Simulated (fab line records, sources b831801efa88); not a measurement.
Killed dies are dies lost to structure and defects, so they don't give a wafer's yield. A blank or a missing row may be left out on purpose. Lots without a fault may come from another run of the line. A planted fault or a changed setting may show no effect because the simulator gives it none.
fab line records | flow sfq_line
record lots=6 wafers=18 last_day=80
route steps=325 shown INCOMING@1 L0@3 L0V@16 M0@28 M8@325
lots that met no fault: from a run of the same line without faults
start_h: hours from the record's first day to the start of the lot's first wafer shown | wait_h: hours since the lot's step before | " the same as in the row above | L1.1+2: a row that stands for several wafers | - no value, or no start given | * or withheld: withheld | < > ~ a bound
route shown NAME@n: a module of which the file shows steps, and the number in the route of the first | usual: mean/standard deviation of fault-free wafers | same: alike in all rows | chamber/n: place in a boat | sites: the reading at each site | _std_site: their standard deviation | _edge_site: outer sites' mean less inner sites' | radius_mm: how far each site lies from the wafer's centre | mask NAME#n: copy n | behind: the tool/chamber that last shaped the wafer | hold: why the lot was held/for how many hours/how that ended | device: the transistor (n, p or np) that didn't switch | end of line: the same wafers' tests at the end of the route | a step without rows: its recipe alone | killed: dies lost to structure and defects at the first sort, not the wafer's yield | map: a wafer's dies, x killed, . not, _ none there
set.NAME: the setting as run; set.NAME@STEP: as run at that earlier step | model.NAME: the simulator's own value behind a step, which no gauge read
lots at some steps of the route; a table a step, a row a wafer
services: from which hour (start_h, from the record's first day; less than 0 if before it) a tool's chamber was out of use, for how many hours, and why
## steps
# step SFQ_INCOMING_BOW_MEAS_900
# recipe mode=bow
# usual INCOMING_BOW=1/5.8
# columns lot.wafer tool chamber start_h wait_h INCOMING_BOW[um]
L428.1 film_metro-04 - 30.00 - -9
L428.2 " - " " 0
L428.3 " - " " -12
L440.2 film_metro-01 - 90.02 - -5
L440.4 " - " " -5
L440.6 " - " " -2
L442.1 film_metro-04 - 100.00 - -5
L442.5 " - " " 6
L442.6 " - " " 2
L444.3 film_metro-02 - 110.04 - 2
L444.5 " - " " -2
L444.6 " - " " -1
L445.1 film_metro-02 - 115.00 - -6
L445.4 " - " " 1
L445.5 " - " " 8
L446.2 film_metro-02 - 120.02 - 8
L446.4 " - " " 3
L446.6 " - " " 5
# step SFQ_TRILAYER_INCOMING_OXIDATION_002
# recipe temp_c=1000 ambient=H2O target_thk_a=5000 p_h2o_torr=720 ox_time_s=4939
# step SFQ_TRILAYER_L0_DEP_SPUTTER_003
# recipe material=MoNx_KI base_pressure_pa=1.33e-06 target_thk_nm=40 power_w=800 time_s=100 chamber_pressure_pa=0.4
# usual cathode_dc_power_W=800.02/0.14 throttle_valve_pct=29.9/1.1
# columns lot.wafer tool chamber start_h wait_h cathode_dc_power_W throttle_valve_pct model.MoNx_KI_of_TRILAYER_L0_DEP_SPUTTER_003.thk_nm
L428.1 pvd_sputter-06 - 32.49 0.0 799.97 27.8 38.99
L428.2 " - " " 800.21 30.7 39.23
L428.3 " - " " 800.18 28.8 40.15
L440.2 pvd_sputter-03 - 92.49 0.0 800.44 31.0 40.49
L440.4 " - " " 799.98 29.1 40.36
L440.6 " - " " 800.10 30.8 40.54
L442.1 pvd_sputter-03 - 102.49 0.0 845.48 30.5 42.26
L442.5 " - " " 845.49 31.6 42.39
L442.6 " - " " 845.56 30.2 42.38
L444.3 pvd_sputter-03 - 112.49 0.0 845.54 31.4 41.76
L444.5 " - " " 845.66 30.6 41.76
L444.6 " - " " 845.92 31.5 41.67
L445.1 pvd_sputter-05 - 117.49 0.0 799.91 30.1 40.58
L445.4 " - " " 800.04 29.1 41
L445.5 " - " " 800.15 29.0 41.27
L446.2 pvd_sputter-05 - 122.49 0.0 799.88 30.2 39.97
L446.4 " - " " 799.89 30.9 40.56
L446.6 " - " " 799.96 28.9 40.8
# step SFQ_L0_RS_MEAS_901
# recipe thk_meas_gauge=four-point-probe reads=MoNx_KI_of_TRILAYER_L0_DEP_SPUTTER_003
# usual L0_MONX_KI_RS=43.4/0.52
# columns lot.wafer tool chamber start_h wait_h L0_MONX_KI_RS[ohm/sq]
L428.1 film_metro-04 - 32.56 0.0 44.6
L428.2 " - " " 44.3
L428.3 " - " " 43.4
L440.2 film_metro-04 - 92.58 0.1 43.0
L440.4 " - " " 43.1
L440.6 " - " " 43.0
L442.1 film_metro-04 - 102.56 0.0 41.1
L442.5 " - " " 41.1
L442.6 " - " " 41.0
L444.3 film_metro-03 - 112.60 0.1 41.6
L444.5 " - " " 41.8
L444.6 " - " " 41.8
L445.1 film_metro-01 - 117.56 0.0 43.0
L445.4 " - " " 42.5
L445.5 " - " " 42.2
L446.2 film_metro-04 - 122.58 0.1 43.5
L446.4 " - " " 42.8
L446.6 " - " " 42.6
# step SFQ_L0_THK_MEAS_902
# recipe thk_meas_gauge=xrf reads=MoNx_KI_of_TRILAYER_L0_DEP_SPUTTER_003
# usual L0_MONX_KI_THK=40.0/0.5
# columns lot.wafer tool chamber start_h wait_h L0_MONX_KI_THK[nm]
L428.1 film_metro-04 - 32.68 0.1 38.8
L428.2 " - " " 38.9
L428.3 " - " " 39.7
L440.2 film_metro-04 - 92.69 0.1 40.5
L440.4 " - " " 40.1
L440.6 " - " " 40.2
L442.1 film_metro-04 - 102.68 0.1 42.3
L442.5 " - " " 42.2
L442.6 " - " " 42.2
L444.3 film_metro-03 - 112.70 0.1 41.3
L444.5 " - " " 41.7
L444.6 " - " " 41.6
L445.1 film_metro-01 - 117.68 0.1 40.2
L445.4 " - " " 40.6
L445.5 " - " " 40.8
L446.2 film_metro-04 - 122.69 0.1 39.9
L446.4 " - " " 40.4
L446.6 " - " " 40.7
# step SFQ_TRILAYER_L0_LITHO_COAT_010
# recipe resist=BARC spin_rpm=3000 resist_thk_nm=62
# step SFQ_TRILAYER_L0_LITHO_COAT_005
# recipe resist=KrF spin_rpm=3000 resist_thk_nm=600
# step SFQ_TRILAYER_L0_LITHO_SOFTBAKE_009
# recipe temp_c=withheld time_s=withheld resist=KrF
# step SFQ_TRILAYER_L0_LITHO_EXPOSE_006
# recipe mask_id=L0 na=0.6 source_shape=conventional sigma_outer=0.65 target_cd_nm=2000 dose_mj=14.4
# step SFQ_TRILAYER_L0_LITHO_PEB_008
# recipe peb_temp_c=115 peb_time_s=60 resist=KrF
# step SFQ_TRILAYER_L0_LITHO_DEVELOP_007
# recipe time_s=60 resist=KrF
# step SFQ_TRILAYER_L0_BARC_OPEN_METAL_ETCH_010
# recipe mask_material=PR chemistry=O2 target_depth_nm=125 target=BARC icp_w=600 bias_w=80 pressure_mtorr=10 time_s=41.7
# usual drypump_motor_current_A=5.8/0.56 oes_product_au=0.685/0.0044
# columns lot.wafer tool chamber start_h wait_h drypump_motor_current_A oes_product_au rf_hours_counter_h
L428.1 rie_metal-03 1 103.22 0.1 6.5 0.687 164
L428.2 " 1 " " 6.5 0.691 -
L428.3 " 1 " " 6.5 0.693 -
L440.2 rie_metal-02 0 169.58 0.1 4.8 0.682 168
L440.4 " 0 " " 4.8 0.683 -
L440.6 " 1 " " 6.0 0.685 -
L442.1 rie_metal-01 1 181.71 0.1 6.0 0.682 149
L442.5 " 0 " " 5.8 0.688 -
L442.6 " 1 " " 6.1 0.691 -
L444.3 rie_metal-02 0 194.82 0.1 4.8 0.680 -
L444.5 " 0 " " 4.8 0.674 -
L444.6 " 1 " " 6.0 0.684 -
L445.1 rie_metal-01 0 202.11 0.1 5.9 0.686 98
L445.4 " 0 " " 5.9 0.687 -
L445.5 " 0 " " 5.9 0.688 -
L446.2 rie_metal-02 0 212.19 0.1 4.8 0.686 -
L446.4 " 0 " " 4.9 0.679 -
L446.6 " 0 " " 4.8 0.691 -
# step SFQ_TRILAYER_L0_ETCH_METAL_ETCH_008
# recipe target=MoNx_KI stop_on=SiO2 mask_material=PR chemistry=SF6/O2 target_depth_nm=50 icp_w=600 bias_w=80 pressure_mtorr=10 time_s=25
# usual drypump_motor_current_A=5.8/0.56 oes_product_au=0.875/0.0075
# columns lot.wafer tool chamber start_h wait_h drypump_motor_current_A oes_product_au rf_hours_counter_h
L428.1 rie_metal-03 1 103.33 0.1 6.5 0.864 164
L428.2 " 1 " " 6.5 0.859 -
L428.3 " 1 " " 6.5 0.872 -
L440.2 rie_metal-02 0 169.64 0.0 4.8 0.872 168
L440.4 " 0 " " 4.8 0.882 -
L440.6 " 1 " " 6.0 0.875 -
L442.1 rie_metal-01 1 181.77 0.0 6.1 0.907 149
L442.5 " 0 " " 5.9 0.901 -
L442.6 " 1 " " 6.1 0.897 -
L444.3 rie_metal-02 0 194.88 0.0 4.8 0.893 -
L444.5 " 0 " " 4.8 0.895 -
L444.6 " 1 " " 6.0 0.895 -
L445.1 rie_metal-01 0 202.17 0.0 5.9 0.883 98
L445.4 " 0 " " 5.9 0.881 -
L445.5 " 0 " " 5.9 0.887 -
L446.2 rie_metal-02 0 212.30 0.1 4.8 0.873 -
L446.4 " 0 " " 4.8 0.879 -
L446.6 " 0 " " 4.9 0.883 -
# step SFQ_TRILAYER_L0_STRIP_STRIP_009
# recipe gas=O2 power_w=200 platen_temp_c=40 overash_fraction=0.65 chemistry=O2 pressure_mtorr=50
# step SFQ_TRILAYER_L0_STRIP_SOLV_CLEAN_010
# recipe chemistry=NMP temp_c=70 time_s=600
# step SFQ_TRILAYER_L0_CAP_PECVD_011
# recipe material=SiO2 temp_c=150 time_s=13.333 pressure_torr=2.4 rf_w=183.3 precursor=SiH4/N2O target_thk_nm=60
# step SFQ_TRILAYER_L0_VIA_LITHO_COAT_018
# recipe resist=BARC spin_rpm=3000 resist_thk_nm=62
# step SFQ_TRILAYER_L0_VIA_LITHO_COAT_013
# recipe resist=KrF spin_rpm=3000 resist_thk_nm=650
# step SFQ_TRILAYER_L0_VIA_LITHO_SOFTBAKE_017
# recipe temp_c=withheld time_s=withheld resist=KrF
# step SFQ_TRILAYER_L0_VIA_LITHO_EXPOSE_014
# recipe mask_id=L0V na=0.6 source_shape=conventional sigma_outer=0.65 target_cd_nm=700 dose_mj=21.3
# step SFQ_TRILAYER_L0_VIA_LITHO_PEB_016
# recipe peb_temp_c=115 peb_time_s=60 resist=KrF
# step SFQ_TRILAYER_L0_VIA_LITHO_DEVELOP_015
# recipe time_s=60 resist=KrF
# step SFQ_L0V_OVL_MEAS_903
# usual L0V_OVL=1/4.3
# columns lot.wafer tool chamber start_h wait_h L0V_OVL[nm]
L428.1 overlay-01 - 184.11 0.1 0
L428.2 " - " " -3
L428.3 " - " " -3
L440.2 overlay-02 - 254.91 0.1 7
L440.4 " - " " 4
L440.6 " - " " 3
L442.1 overlay-01 - 263.30 0.1 1
L442.5 " - " " 1
L442.6 " - " " -7
L444.3 overlay-01 - 276.52 0.1 -2
L444.5 " - " " -5
L444.6 " - " " -5
L445.1 overlay-01 - 284.90 0.1 2
L445.4 " - " " -3
L445.5 " - " " 0
L446.2 overlay-02 - 295.71 0.1 3
L446.4 " - " " 4
L446.6 " - " " 0
# step SFQ_TRILAYER_L0_VIA_BARC_OPEN_VIA_ETCH_021
# recipe mask_material=PR chemistry=O2 target_depth_nm=125 target=BARC source_w=500 bias_w=80 pressure_mtorr=30 time_s=41.7
# usual drypump_motor_current_A=5.7/0.49 oes_product_au=0.685/0.0051
# columns lot.wafer tool chamber start_h wait_h drypump_motor_current_A oes_product_au rf_hours_counter_h
L428.1 rie_diel-03 3 184.15 0.0 6.2 0.686 77
L428.2 " 1 " " 5.6 0.681 77
L428.3 " 0 " " 5.2 0.684 4
L440.2 rie_diel-02 2 254.94 0.0 5.2 0.682 1
L440.4 " 0 " " 4.8 0.683 129
L440.6 " 1 " " 5.7 0.684 -
L442.1 rie_diel-03 2 263.34 0.0 6.1 0.684 89
L442.5 " 2 " " 6.1 0.679 -
L442.6 " 3 " " 6.2 0.688 -
L444.3 rie_diel-04 1 276.54 0.0 6.3 0.691 97
L444.5 " 0 " " 5.4 0.691 -
L444.6 " 1 " " 6.2 0.688 -
L445.1 rie_diel-04 2 284.94 0.0 6.2 0.686 95
L445.4 " 3 " " 5.6 0.675 4
L445.5 " 3 " " 5.6 0.690 -
L446.2 rie_diel-03 2 295.74 0.0 6.1 0.685 90
L446.4 " 0 " " 5.1 0.690 6
L446.6 " 0 " " 5.1 0.686 -
# step SFQ_TRILAYER_L0_VIA_ETCH_VIA_ETCH_016
# recipe target=SiO2 stop_on=MoNx_KI mask_material=PR chemistry=CHF3 target_depth_nm=80 source_w=500 bias_w=80 pressure_mtorr=30 time_s=withheld
# usual drypump_motor_current_A=5.7/0.49 oes_product_au=0.844/0.0073
# columns lot.wafer tool chamber start_h wait_h drypump_motor_current_A oes_product_au
L428.1 rie_diel-03 3 184.19 0.0 6.2 0.852
L428.2 " 1 " " 5.6 0.836
L428.3 " 0 " " 5.2 0.849
L440.2 rie_diel-02 2 254.98 0.0 5.2 0.839
L440.4 " 0 " " 4.8 0.850
L440.6 " 1 " " 5.7 0.835
L442.1 rie_diel-03 2 263.38 0.0 6.1 0.848
L442.5 " 2 " " 6.1 0.843
L442.6 " 3 " " 6.2 0.851
L444.3 rie_diel-04 1 276.58 0.0 6.2 0.830
L444.5 " 0 " " 5.4 0.847
L444.6 " 1 " " 6.3 0.846
L445.1 rie_diel-04 2 284.98 0.0 6.2 0.843
L445.4 " 3 " " 5.6 0.836
L445.5 " 3 " " 5.6 0.845
L446.2 rie_diel-03 2 295.78 0.0 6.1 0.838
L446.4 " 0 " " 5.2 0.837
L446.6 " 0 " " 5.2 0.846
# step SFQ_TRILAYER_L0_VIA_STRIP_STRIP_017
# recipe gas=O2 power_w=200 platen_temp_c=40 overash_fraction=0.65 chemistry=O2 pressure_mtorr=50
# usual drypump_motor_current_A=6.0/0.47 oes_product_au=0.995/0.0097
# columns lot.wafer tool chamber start_h wait_h drypump_motor_current_A oes_product_au rf_hours_counter_h
L428.1 rie_metal-01 0 184.23 - 5.9 1.004 95
L428.2 " 1 " " 6.0 0.997 150
L428.3 " 1 " " 6.0 1.009 -
L440.2 rie_metal-01 1 255.03 - 6.0 0.996 159
L440.4 " 0 " " 5.8 0.996 -
L440.6 " 1 " " 6.0 0.992 -
L442.1 rie_metal-03 1 263.43 - 6.4 0.985 220
L442.5 " 0 " " 6.3 0.993 -
L442.6 " 1 " " 6.4 0.988 -
L444.3 rie_metal-01 1 276.83 - 6.1 0.994 -
L444.5 " 0 " " 5.8 0.996 -
L444.6 " 1 " " 6.1 0.998 -
L445.1 rie_metal-04 0 285.03 - 6.2 1.004 125
L445.4 " 1 " " 5.0 1.004 -
L445.5 " 0 " " 6.2 0.998 -
L446.2 rie_metal-01 1 295.83 - 6.0 1.001 168
L446.4 " 1 " " 6.1 0.995 -
L446.6 " 0 " " 5.9 1.005 -
# step SFQ_TRILAYER_L0_VIA_STRIP_SOLV_CLEAN_018
# recipe chemistry=NMP temp_c=70 time_s=600
# step SFQ_TRILAYER_M0_DEP_PRE_CLEAN_020
# recipe gas=Ar time_s=15 bias_v=250
# step SFQ_TRILAYER_M0_DEP_SPUTTER_019
# recipe material=Nb base_pressure_pa=1.33e-06 chamber_pressure_pa=0.1333 substrate_temp_c=20 resputter_cathode_voltage_v=400 target_thk_nm=200 power_w=2000 time_s=133.3
# usual cathode_dc_power_W=2000.0/0.32 throttle_valve_pct=30.2/0.93
# columns lot.wafer tool chamber start_h wait_h cathode_dc_power_W throttle_valve_pct
L428.1 pvd_sputter-05 - 185.05 0.0 1999.8 31.2
L428.2 " - " " 2000.5 30.1
L428.3 " - " " 1999.9 29.1
L440.2 pvd_sputter-03 - 255.83 0.0 1999.9 30.8
L440.4 " - " " 2000.2 31.5
L440.6 " - " " 1999.3 29.1
L442.1 pvd_sputter-04 - 264.40 0.0 2000.3 29.0
L442.5 " - " " 2000.3 31.5
L442.6 " - " " 2000.3 30.6
L444.3 pvd_sputter-04 - 277.43 0.0 2000.5 31.6
L444.5 " - " " 2000.0 30.4
L444.6 " - " " 2000.5 29.8
L445.1 pvd_sputter-05 - 285.84 0.0 1999.8 29.9
L445.4 " - " " 2000.0 31.2
L445.5 " - " " 2000.3 29.8
L446.2 pvd_sputter-04 - 296.63 0.0 2000.1 31.6
L446.4 " - " " 2000.0 29.4
L446.6 " - " " 2000.2 28.9
# step SFQ_M0_RS_MEAS_904
# recipe thk_meas_gauge=four-point-probe reads=Nb_of_TRILAYER_M0_DEP_SPUTTER_019
# usual M0_NB_RS=0.888/0.012
# columns lot.wafer tool chamber start_h wait_h M0_NB_RS[ohm/sq]
L428.1 film_metro-02 - 185.14 0.0 0.885
L428.2 " - " " 0.886
L428.3 " - " " 0.877
L440.2 film_metro-02 - 255.94 0.1 0.896
L440.4 " - " " 0.903
L440.6 " - " " 0.885
L442.1 film_metro-02 - 264.49 0.0 0.892
L442.5 " - " " 0.884
L442.6 " - " " 0.871
L444.3 film_metro-01 - 277.56 0.1 0.877
L444.5 " - " " 0.869
L444.6 " - " " 0.870
L445.1 film_metro-02 - 285.93 0.0 0.884
L445.4 " - " " 0.886
L445.5 " - " " 0.885
L446.2 film_metro-03 - 296.74 0.1 0.889
L446.4 " - " " 0.879
L446.6 " - " " 0.897
# step SFQ_TRILAYER_M0_LITHO_COAT_026
# recipe resist=BARC spin_rpm=3000 resist_thk_nm=62
# step SFQ_M8_BOW_MEAS_951
# recipe mode=bow
# usual M8_BOW=10/11
# columns lot.wafer tool chamber start_h wait_h M8_BOW[um] model.etest.l0.ohm_sq model.etest.l0v.link_ohm model.etest.l0.ohm_um
L428.1 film_metro-04 - 1820.52 0.0 13 44.67 45.59 22.32
L428.2 " - " " 24 44.4 45.31 22.21
L428.3 " - " " 11 43.39 44.29 21.68
L440.2 film_metro-03 - 1891.50 0.0 9 43.02 43.95 21.51
L440.4 " - " " 9 43.15 44.09 21.57
L440.6 " - " " 12 42.96 43.88 21.5
L442.1 film_metro-02 - 1895.09 0.0 -7 41.21 42.14 20.63
L442.5 " - " " 5 41.09 42 20.54
L442.6 " - " " 2 41.1 42 20.56
L444.3 film_metro-04 - 1898.72 0.0 23 41.71 42.62 20.87
L444.5 " - " " 20 41.71 42.61 20.86
L444.6 " - " " 20 41.8 42.7 20.92
L445.1 film_metro-02 - 1902.28 0.0 6 42.93 43.84 21.48
L445.4 " - " " 13 42.48 43.4 21.25
L445.5 " - " " 20 42.21 43.12 21.12
L446.2 film_metro-02 - 1919.39 0.0 18 43.58 44.5 21.77
L446.4 " - " " 14 42.94 43.85 21.44
L446.6 " - " " 14 42.69 43.61 21.32
## services
# columns tool chamber start_h hours kind
rie_diel-04 0 10.46 9.4 repair
rie_diel-04 - 27.31 0.2 repair
pvd_sputter-04 - 31.56 6.6 repair
rie_diel-03 2 46.26 5.4 repair
pvd_sputter-05 - 46.61 1.8 repair
rie_metal-02 - 47.64 1.4 pm
rie_diel-03 1 49.58 7.6 repair
pvd_sputter-04 - 79.07 2.7 repair
rie_metal-03 0 102.60 143.8 repair
rie_diel-03 1 103.54 21.3 repair
rie_metal-01 - 112.10 2.8 pm
pvd_sputter-03 - 134.98 2.4 repair
pvd_sputter-04 - 145.21 2.6 repair
pvd_sputter-05 - 160.48 3.0 repair
pvd_sputter-03 - 181.83 0.6 repair
pvd_sputter-03 - 194.26 1.2 repair
rie_metal-02 1 211.05 1.7 repair
rie_metal-01 1 216.92 7.1 repair
rie_metal-02 - 227.32 28.1 pm
rie_metal-01 - 235.00 0.5 repair
rie_diel-03 1 240.18 5.4 repair
rie_diel-03 - 253.61 2.8 pm
rie_diel-03 - 265.67 1.1 repair
pvd_sputter-03 - 285.35 2.5 repair
## key
first_sign step=SFQ_TRILAYER_L0_DEP_SPUTTER_003 reading=cathode_dc_power_W direction=up sigmas=99+ usual=800.02 struck=845.61
effect step=SFQ_L0_RS_MEAS_901 reading=L0_MONX_KI_RS direction=down sigmas=3.8 usual=43.4 struck=41.4
effect step=SFQ_L0_THK_MEAS_902 reading=L0_MONX_KI_THK direction=up sigmas=3.9 usual=40.0 struck=41.9
effect step=SFQ_TRILAYER_L0_ETCH_METAL_ETCH_008 reading=oes_product_au direction=up sigmas=3 usual=0.875 struck=0.898
model_effect step=SFQ_TRILAYER_L0_DEP_SPUTTER_003 value=MoNx_KI_of_TRILAYER_L0_DEP_SPUTTER_003.thk_nm without=39.76 struck=42.04
model_effect step=SFQ_M8_BOW_MEAS_951 value=etest.l0.ohm_sq without=43.82 struck=41.44
met_at SFQ_TRILAYER_L0_DEP_SPUTTER_003
struck_wafers L442.1,L442.5,L442.6,L444.3,L444.5,L444.6
onset_between 92.49 102.49
fault kind=process_parameter_drift tool=pvd_sputter-03 chamber=- onset_h=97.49 steps=SFQ_TRILAYER_L0_DEP_SPUTTER_003 channel=power_w offset=45.591 shape=step end_h=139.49 acts_in=these_recipes_only stated=800
